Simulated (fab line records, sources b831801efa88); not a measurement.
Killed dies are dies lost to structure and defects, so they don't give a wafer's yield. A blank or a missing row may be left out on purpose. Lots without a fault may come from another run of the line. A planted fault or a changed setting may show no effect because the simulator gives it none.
fab line records | flow sfq_line
record lots=13 wafers=39 last_day=82
route steps=325 shown L0V@26 I4@164 JJ@191 R5@225
lots that met no fault: from a run of the same line without faults
start_h: hours from the record's first day to the start of the lot's first wafer shown | wait_h: hours since the lot's step before | " the same as in the row above | L1.1+2: a row that stands for several wafers | - no value, or no start given | * or withheld: withheld | < > ~ a bound
route shown NAME@n: a module of which the file shows steps, and the number in the route of the first | usual: mean/standard deviation of fault-free wafers | same: alike in all rows | chamber/n: place in a boat | sites: the reading at each site | _std_site: their standard deviation | _edge_site: outer sites' mean less inner sites' | radius_mm: how far each site lies from the wafer's centre | mask NAME#n: copy n | behind: the tool/chamber that last shaped the wafer | hold: why the lot was held/for how many hours/how that ended | device: the transistor (n, p or np) that didn't switch | end of line: the same wafers' tests at the end of the route | a step without rows: its recipe alone | killed: dies lost to structure and defects at the first sort, not the wafer's yield | map: a wafer's dies, x killed, . not, _ none there
set.NAME: the setting as run; set.NAME@STEP: as run at that earlier step | model.NAME: the simulator's own value behind a step, which no gauge read
steps of the route over a sample of lots; a table a step, a row a wafer
services: from which hour (start_h, from the record's first day; less than 0 if before it) a tool's chamber was out of use, for how many hours, and why
## steps
# step SFQ_TRILAYER_L0_VIA_STRIP_STRIP_017
# recipe gas=O2 power_w=200 platen_temp_c=40 overash_fraction=0.65 chemistry=O2 pressure_mtorr=50
# usual drypump_motor_current_A=5.8/0.51 oes_product_au=1.000/0.009
# columns lot.wafer tool chamber start_h wait_h drypump_motor_current_A oes_product_au rf_hours_counter_h
L658.2 rie_metal-02 1 158.38 - 6.0 0.991 179
L658.5 " 0 " " 6.6 1.000 -
L658.6 " 1 " " 5.9 0.985 -
L659.2 rie_metal-04 1 166.91 - 5.3 1.008 166
L659.5 " 1 " " 5.3 1.012 -
L659.6 " 0 " " 6.2 1.001 -
L661.1 rie_metal-02 0 176.09 - 6.6 0.987 93
L661.2 " 1 " " 6.0 0.988 182
L661.3 " 0 " " 6.6 0.994 -
L663.1 rie_metal-04 0 184.46 - 6.2 0.994 172
L663.3 " 1 " " 5.3 0.995 -
L663.5 " 0 " " 6.2 1.000 -
L664.1 rie_metal-01 1 185.66 - 5.7 0.997 18
L664.3 " 1 " " 5.7 1.010 -
L664.6 " 0 " " 5.3 1.016 -
L665.1 rie_metal-02 1 192.86 - 6.0 0.996 185
L665.5 " 1 " " 6.0 0.987 -
L665.6 " 0 " " 6.6 1.001 -
L666.1 rie_metal-04 1 198.86 - 5.3 1.020 172
L666.4 " 1 " " 5.3 1.008 -
L666.6 " 1 " " 5.3 1.005 -
L667.4 rie_metal-04 0 206.26 - 6.2 1.001 -
L667.5 " 1 " " 5.3 1.018 -
L667.6 " 0 " " 6.2 0.996 -
L668.1 rie_metal-04 0 212.06 - 6.2 0.996 177
L668.3 " 0 " " 6.2 1.002 -
L668.5 " 1 " " 5.3 1.016 -
L669.2 rie_metal-04 0 215.66 - 6.2 1.010 178
L669.3 " 0 " " 6.2 1.008 -
L669.6 " 0 " " 6.2 1.005 -
L670.1 rie_metal-01 1 225.23 - 5.6 0.991 26
L670.3 " 0 " " 5.3 1.012 -
L670.6 " 0 " " 5.3 1.012 -
L671.1 rie_metal-02 1 232.43 - 5.9 0.988 188
L671.5 " 0 " " 6.6 0.989 -
L671.6 " 1 " " 6.0 0.997 -
L679.3 rie_metal-01 0 289.81 - 5.3 0.998 -
L679.4 " 1 " " 5.7 0.996 -
L679.5 " 1 " " 5.7 1.007 -
# step SFQ_TRILAYER_I4_CMP_CMP_100
# recipe material=SiO2 down_force_psi=3 platen_rpm=60 pad_velocity_m_s=0.94248
# usual motor_current_A=10.7/0.64 time_to_endpoint_s=217/6.4
# columns lot.wafer tool chamber start_h wait_h motor_current_A time_to_endpoint_s
L658.2 cmp-02 3 937.41 0.0 11.1 215
L658.5 " 3 939.41 2.0 10.9 220
L658.6 " 0 " " 9.8 224
L659.2 cmp-01 0 961.11 1.5 10.4 233
L659.6 " 1 " " 10.5 228
L659.5 " 2 " " 10.4 235
L661.2 cmp-01 0 972.99 1.9 10.5 207
L661.1 " 2 973.99 2.9 10.5 204
L661.3 " 3 " " 11.2 204
L663.3 cmp-02 1 1015.79 1.0 10.2 222
L663.1 " 2 " " 11.3 220
L663.5 " 0 1017.29 2.5 10.1 229
L664.3 cmp-02 1 1068.31 0.6 10.0 214
L664.1 " 3 1069.31 1.6 10.6 206
L664.6 " 1 1070.31 2.6 10.9 216
L665.1 cmp-02 0 1077.81 1.0 9.9 203
L665.6 " 3 1079.31 2.4 11.0 214
L665.5 " 0 " " 10.1 219
L666.4 cmp-02 1 1088.64 0.7 10.3 215
L666.1 " 0 1090.14 2.2 9.7 208
L666.6 " 1 " " 10.3 208
L667.4 cmp-02 2 1102.64 3.9 11.6 215
L667.5 " 0 1103.64 4.9 10.2 213
L667.6 " 1 " " 10.3 217
L668.1 cmp-02 2 1108.64 5.1 11.8 221
L668.3 " 3 " " 10.6 213
L668.5 " 1 1110.14 6.6 10.1 223
L669.2 cmp-01 3 1110.76 3.6 10.8 214
L669.3 " 0 " " 10.4 221
L669.6 " 0 1113.26 6.1 10.7 220
L670.1 cmp-01 3 1117.26 2.9 10.6 210
L670.3 " 0 " " 11.2 209
L670.6 " 3 1119.26 4.8 11.7 210
L671.1 cmp-02 0 1123.14 2.8 10.6 213
L671.5 " 3 1124.64 4.2 11.1 222
L671.6 " 0 " " 9.7 223
L679.3 cmp-02 3 1199.44 8.1 11.1 215
L679.4 " 0 " " 10.0 280
L679.5 " 3 1201.44 10.1 11.3 227
# step SFQ_I4_BOW_MEAS_927
# recipe mode=bow
# usual I4_BOW=3/7.8
# columns lot.wafer tool chamber start_h wait_h I4_BOW[um]
L658.2 film_metro-01 - 940.43 2.5 -4
L658.5 " - " " 7
L658.6 " - " " 1
L659.2 film_metro-01 - 962.63 1.0 6
L659.5 " - " " 9
L659.6 " - " " 4
L661.1 film_metro-04 - 975.99 1.5 2
L661.2 " - " " -1
L661.3 " - " " -8
L663.1 film_metro-04 - 1017.79 1.0 -4
L663.3 " - " " 3
L663.5 " - " " 0
L664.1 film_metro-04 - 1071.31 1.5 3
L664.3 " - " " 14
L664.6 " - " " 8
L665.1 film_metro-01 - 1080.31 2.0 -5
L665.5 " - " " 3
L665.6 " - " " -18
L666.1 film_metro-01 - 1091.64 1.0 -2
L666.4 " - " " -15
L666.6 " - " " 0
L667.4 film_metro-03 - 1104.70 1.6 6
L667.5 " - " " 6
L667.6 " - " " 1
L668.1 film_metro-01 - 1110.64 1.5 3
L668.3 " - " " 4
L668.5 " - " " -1
L669.2 film_metro-01 - 1113.78 2.5 4
L669.3 " - " " -3
L669.6 " - " " 19
L670.1 film_metro-04 - 1119.76 2.0 -1
L670.3 " - " " -1
L670.6 " - " " 7
L671.1 film_metro-01 - 1125.64 2.0 6
L671.5 " - " " 2
L671.6 " - " " 11
L679.3 film_metro-03 - 1201.98 2.0 -4
L679.4 " - " " -13
L679.5 " - " " 3
L679.3 film_metro-03 - 1203.30 1.3 -
L679.4 " - " " -
L679.5 " - " " -
# step SFQ_TRILAYER_I4_METRO_MEASURE_101
# usual thk_nm=200.0/0.95
# columns lot.wafer tool chamber start_h wait_h thk_nm
L658.2 film_metro-01 - 940.73 0.3 198.9
L658.5 " - " " 199.6
L658.6 " - " " 200.7
L659.2 film_metro-01 - 962.93 0.3 200.6
L659.5 " - " " 200.6
L659.6 " - " " 199.5
L661.1 film_metro-04 - 976.11 0.1 200.0
L661.2 " - " " 199.8
L661.3 " - " " 199.5
L663.1 film_metro-04 - 1017.91 0.1 200.8
L663.3 " - " " 202.1
L663.5 " - " " 201.1
L664.1 film_metro-04 - 1071.43 0.1 199.7
L664.3 " - " " 201.5
L664.6 " - " " 200.0
L665.1 film_metro-01 - 1080.43 0.1 200.2
L665.5 " - " " 198.6
L665.6 " - " " 199.5
L666.1 film_metro-01 - 1091.76 0.1 197.6
L666.4 " - " " 199.1
L666.6 " - " " 199.6
L667.4 film_metro-03 - 1105.36 0.6 200.1
L667.5 " - " " 199.3
L667.6 " - " " 200.3
L668.1 film_metro-01 - 1110.76 0.1 201.5
L668.3 " - " " 199.8
L668.5 " - " " 200.6
L669.2 film_metro-01 - 1114.08 0.3 201.2
L669.3 " - " " 201.4
L669.6 " - " " 201.1
L670.1 film_metro-04 - 1119.88 0.1 198.4
L670.3 " - " " 198.5
L670.6 " - " " 199.0
L671.1 film_metro-01 - 1125.76 0.1 199.1
L671.5 " - " " 199.2
L671.6 " - " " 200.0
L679.3 film_metro-03 - 1206.86 3.5 200.2
L679.4 " - " " 305.8
L679.5 " - " " 200.0
L679.3 film_metro-03 - 1208.23 1.2 200.2
L679.4 " - " " 306.1
L679.5 " - " " 199.8
# step SFQ_TRILAYER_I4_VIA_ETCH_VIA_ETCH_106
# recipe target=SiO2 stop_on=Nb mask_material=PR taper_deg=20 chemistry=CHF3 target_depth_nm=260 source_w=500 bias_w=80 pressure_mtorr=30 time_s=withheld
# usual drypump_motor_current_A=5.6/0.41 oes_product_au=0.855/0.0052
# columns lot.wafer tool chamber start_h wait_h drypump_motor_current_A oes_product_au
L658.2 rie_diel-02 3 1094.16 0.0 5.3 0.853
L658.5 " 1 " " 5.1 0.858
L658.6 " 2 " " 5.6 0.856
L659.2 rie_diel-03 2 1107.36 0.0 5.5 0.858
L659.5 " 2 " " 5.5 0.862
L659.6 " 3 " " 5.7 0.847
L661.1 rie_diel-02 2 1114.56 0.0 5.6 0.853
L661.2 " 3 " " 5.3 0.854
L661.3 " 1 " " 5.0 0.868
L663.1 rie_diel-04 1 1162.51 0.0 4.9 0.860
L663.3 " 0 " " 6.1 0.853
L663.5 " 2 " " 5.5 0.856
L664.1 rie_diel-03 0 1214.36 0.0 6.3 0.860
L664.3 " 1 " " 5.6 0.851
L664.6 " 2 " " 5.4 0.862
L665.1 rie_diel-03 1 1222.76 0.0 5.6 0.854
L665.5 " 1 " " 5.5 0.854
L665.6 " 2 " " 5.5 0.854
L666.1 rie_diel-02 0 1234.76 0.0 6.4 0.841
L666.4 " 3 " " 5.3 0.857
L666.6 " 3 " " 5.3 0.849
L667.4 rie_diel-03 0 1244.76 0.0 6.3 0.858
L667.5 " 2 " " 5.4 0.854
L667.6 " 3 " " 5.7 0.853
L668.1 rie_diel-04 2 1250.76 0.0 5.5 0.860
L668.3 " 0 " " 6.1 0.850
L668.5 " 1 " " 4.8 0.860
L669.2 rie_diel-04 2 1255.56 0.0 5.5 0.859
L669.3 " 3 " " 5.6 0.859
L669.6 " 1 " " 4.8 0.853
L670.1 rie_diel-03 1 1260.36 0.0 5.5 0.848
L670.3 " 0 " " 6.4 0.843
L670.6 " 2 " " 5.4 0.848
L671.1 rie_diel-04 3 1263.96 0.0 5.5 0.857
L671.5 " 2 " " 5.5 0.857
L671.6 " 3 " " 5.6 0.854
L679.3 rie_diel-03 0 1323.72 0.0 6.3 0.858
L679.4 " 1 " " 5.6 1.020
L679.5 " 0 " " 6.3 0.858
# step SFQ_JJ_OVL_MEAS_931
# usual J5_OVL=1/5.9
# columns lot.wafer tool chamber start_h wait_h J5_OVL[nm]
L658.2 overlay-02 - 1237.09 0.1 -4
L658.5 " - " " 1
L658.6 " - " " 2
L659.2 overlay-02 - 1249.49 0.1 -1
L659.5 " - " " -5
L659.6 " - " " 7
L661.1 overlay-01 - 1256.68 0.1 2
L661.2 " - " " -5
L661.3 " - " " 4
L663.1 overlay-01 - 1295.13 0.1 4
L663.3 " - " " 5
L663.5 " - " " 0
L664.1 overlay-01 - 1334.45 0.1 0
L664.3 " - " " 1
L664.6 " - " " -9
L665.1 overlay-02 - 1342.85 0.1 2
L665.5 " - " " -2
L665.6 " - " " 0
L666.1 overlay-01 - 1356.92 0.1 9
L666.4 " - " " 9
L666.6 " - " " 7
L667.4 overlay-01 - 1367.74 0.1 2
L667.5 " - " " 1
L667.6 " - " " 3
L668.1 overlay-01 - 1372.52 0.1 -8
L668.3 " - " " -7
L668.5 " - " " -10
L669.2 overlay-01 - 1376.29 0.1 2
L669.3 " - " " -1
L669.6 " - " " 3
L670.1 overlay-02 - 1380.92 0.1 -15
L670.3 " - " " -13
L670.6 " - " " -10
L671.1 overlay-02 - 1383.32 0.1 2
L671.5 " - " " -2
L671.6 " - " " 3
L679.3 overlay-02 - 1445.73 0.1 2
L679.4 " - " " -4
L679.5 " - " " 1
# step SFQ_TRILAYER_R5_ETCH_METAL_ETCH_139
# recipe stop_on=SiO2 mask_material=PR chemistry=Cl2 target_depth_nm=60 icp_w=600 bias_w=80 pressure_mtorr=10 time_s=40
# usual drypump_motor_current_A=5.6/0.41 oes_product_au=0.990/0.006
# same time_s=40
# columns lot.wafer tool chamber start_h wait_h drypump_motor_current_A oes_product_au rf_hours_counter_h
L658.2 rie_metal-01 0 1376.47 0.0 5.3 0.986 74
L658.5 " 1 " " 5.7 0.990 -
L658.6 " 0 " " 5.3 0.996 -
L659.2 rie_metal-04 1 1381.27 0.0 5.3 0.996 26
L659.5 " 1 " " 5.3 0.996 -
L659.6 " 0 " " 6.2 0.994 -
L661.1 rie_metal-03 1 1387.27 0.0 5.0 0.990 116
L661.2 " 0 " " 6.0 0.989 39
L661.3 " 0 " " 5.9 0.995 -
L663.1 rie_metal-03 0 1411.70 0.0 6.0 0.993 42
L663.3 " 1 " " 5.0 0.994 -
L663.5 " 0 " " 6.0 0.995 -
L664.1 rie_metal-03 1 1570.79 0.0 5.0 0.991 1
L664.3 " 0 " " 6.0 0.983 -
L664.6 " 0 " " 6.0 0.989 -
L665.1 rie_metal-04 1 1577.99 0.0 5.3 0.991 58
L665.5 " 0 " " 6.2 0.988 -
L665.6 " 1 " " 5.3 0.989 -
L666.1 rie_metal-04 0 1587.72 0.0 6.2 0.990 43
L666.4 " 0 " " 6.2 0.978 -
L666.6 " 0 " " 6.2 0.994 -
L667.4 rie_metal-01 1 1599.74 0.0 5.7 0.987 -
L667.5 " 0 " " 5.3 0.990 -
L667.6 " 1 " " 5.7 0.976 -
L668.1 rie_metal-01 0 1604.52 0.0 5.3 0.997 101
L668.3 " 0 " " 5.3 1.006 -
L668.5 " 1 " " 5.7 0.984 -
L669.2 rie_metal-01 0 1608.12 0.0 5.3 0.997 101
L669.3 " 1 " " 5.7 0.998 -
L669.6 " 0 " " 5.3 0.987 -
L670.1 rie_metal-01 1 1610.52 0.0 5.7 0.990 76
L670.3 " 1 " " 5.6 0.993 -
L670.6 " 1 " " 5.7 0.997 -
L671.1 rie_metal-01 1 1616.52 0.0 5.7 0.990 77
L671.5 " 0 " " 5.3 0.989 -
L671.6 " 1 " " 5.7 0.990 -
L679.3 rie_metal-04 0 1672.84 0.0 6.2 0.979 -
L679.4 " 1 " " 5.3 0.998 -
L679.5 " 0 " " 6.2 0.988 -
## services
# columns tool chamber start_h hours kind
rie_metal-04 1 139.16 17.7 repair
rie_metal-04 0 185.20 5.8 repair
cmp-02 - 195.21 7.2 pm
rie_metal-01 - 201.08 2.8 pm
cmp-02 - 248.51 3.7 repair
cmp-02 - 312.35 5.0 pm
cmp-02 - 318.40 2.1 repair
rie_metal-01 1 335.83 6.1 repair
cmp-02 - 355.45 6.2 repair
cmp-02 - 393.72 0.9 repair
cmp-02 - 407.35 4.0 pm
cmp-02 - 414.35 18.0 pm
rie_metal-04 - 507.70 0.7 repair
rie_metal-04 - 510.98 2.8 pm
rie_metal-04 - 621.53 0.4 repair
rie_metal-04 - 713.63 0.6 repair
rie_metal-04 - 954.34 0.5 repair
rie_metal-04 - 969.99 4.4 repair
rie_metal-04 0 985.08 21.4 repair
rie_metal-04 0 1308.62 1.9 repair
rie_metal-04 - 1393.39 1.0 repair
rie_metal-04 0 1458.27 24.1 repair
rie_metal-04 0 1544.99 12.3 repair
rie_metal-04 - 1610.41 2.8 pm
## key
first_sign step=SFQ_TRILAYER_I4_CMP_CMP_100 reading=time_to_endpoint_s direction=up sigmas=9.9 usual=* struck=*
effect step=SFQ_I4_BOW_MEAS_927 reading=visit direction=added
effect step=SFQ_TRILAYER_I4_METRO_MEASURE_101 reading=visit direction=added
effect step=SFQ_TRILAYER_I4_METRO_MEASURE_101 reading=thk_nm direction=up sigmas=99+ usual=200.0 struck=305.8
effect step=SFQ_TRILAYER_I4_VIA_ETCH_VIA_ETCH_106 reading=oes_product_au direction=up sigmas=32 usual=0.855 struck=1.020
met_at SFQ_TRILAYER_I4_CMP_CMP_100
struck_lots L679
struck_wafers L679.4
not_acting_at SFQ_TRILAYER_L0_VIA_STRIP_STRIP_017,SFQ_JJ_OVL_MEAS_931,SFQ_TRILAYER_R5_ETCH_METAL_ETCH_139
onset_between 1123.14 1199.44
fault kind=process_parameter_drift tool=cmp-02 chamber=- onset_h=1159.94 steps=SFQ_TRILAYER_I4_CMP_CMP_100 channel=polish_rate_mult offset=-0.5 shape=step end_h=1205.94 scope=struck_wafers_only
